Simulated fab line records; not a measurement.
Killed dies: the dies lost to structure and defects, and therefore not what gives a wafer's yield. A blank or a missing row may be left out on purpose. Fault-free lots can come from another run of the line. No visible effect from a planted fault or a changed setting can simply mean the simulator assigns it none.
What tool caused it? :: flow sky130 :: 7 lots with 20 wafers sampled at 2 steps, on a route of 708 steps

WHAT THE GAUGES READ, wafer by wafer
SKY_CONTACT_CD_MEAS_14: target cd 170 nm.
lot: L149
measured: day 32 17:33
on: cd-sem-02
cd-nm (nm): 169.5 168.8 169.3

lot: L151
measured: day 33 01:09
on: cd-sem-02
cd-nm (nm): 168.8 167.9 168.5

lot: L154
measured: day 34 02:58
on: cd-sem-02
cd-nm (nm): 169.7 168.0 169.8

lot: L155
measured: day 34 08:46
on: cd-sem-02
cd-nm (nm): 171.1 171.8 171.4

lot: L158
measured: day 35 21:25
on: cd-sem-01
cd-nm (nm): 168.2 167.4 167.1

lot: L162
measured: day 36 09:05
on: cd-sem-02
cd-nm (nm): 109.4 170.0 109.4 169.8

lot: L169
measured: day 38 04:54
on: cd-sem-01
cd-nm (nm): 169.9 170.4 170.0

WHICH TOOL RAN EACH LOT (tool, then ch and the chambers of the sampled wafers, then the start)
lot: L149
SKY_CONTACT_EXPOSE_11: krf-scanner-02 ch 0, day 32 03:58

lot: L151
SKY_CONTACT_EXPOSE_11: krf-scanner-02 ch 0, day 32 12:00

lot: L154
SKY_CONTACT_EXPOSE_11: krf-scanner-01 ch 0, day 33 13:56

lot: L155
SKY_CONTACT_EXPOSE_11: krf-scanner-01 ch 0, day 33 19:31

lot: L158
SKY_CONTACT_EXPOSE_11: krf-scanner-01 ch 0, day 35 08:56

lot: L162
SKY_CONTACT_EXPOSE_11: krf-scanner-02 ch 0, day 35 20:05

lot: L169
SKY_CONTACT_EXPOSE_11: krf-scanner-01 ch 0, day 37 18:01
- SKY_CONTACT_EXPOSE_11: exposes mask CTM1, target cd 170 nm.

THE ANSWER, worked out from the rows above alone
Rule: the lots themselves supply what counts as usual. Put in order of their means at a reading, lots are off if they are a third of the lots or fewer, leave a main group of 4 or more, and stand apart from it by a gap of 3 or more times the standard deviation of the main group's means; of several such gaps the widest counts. Not used: any main group whose means are identical at the precision the tables above print for the reading. Also off: a lot with no number at a reading for which 4 or more lots have one. Where the step has rows for the other lots, those lots are counted as sound.
Off, at SKY_CONTACT_CD_MEAS_14 on cd-nm: L162. Mean 169.3 nm and standard deviation 1.2 in the main group.
A tool fits if, at a process step before that reading, it ran every lot that is off, and no sound lot after the first of them. The gauges at SKY_CONTACT_CD_MEAS_14 are tried like those tools. Can't be told from this: 2 tools fit, krf-scanner-02 at SKY_CONTACT_EXPOSE_11, cd-sem-02 at SKY_CONTACT_CD_MEAS_14.

WHAT THE SIMULATOR HAD INSERTED
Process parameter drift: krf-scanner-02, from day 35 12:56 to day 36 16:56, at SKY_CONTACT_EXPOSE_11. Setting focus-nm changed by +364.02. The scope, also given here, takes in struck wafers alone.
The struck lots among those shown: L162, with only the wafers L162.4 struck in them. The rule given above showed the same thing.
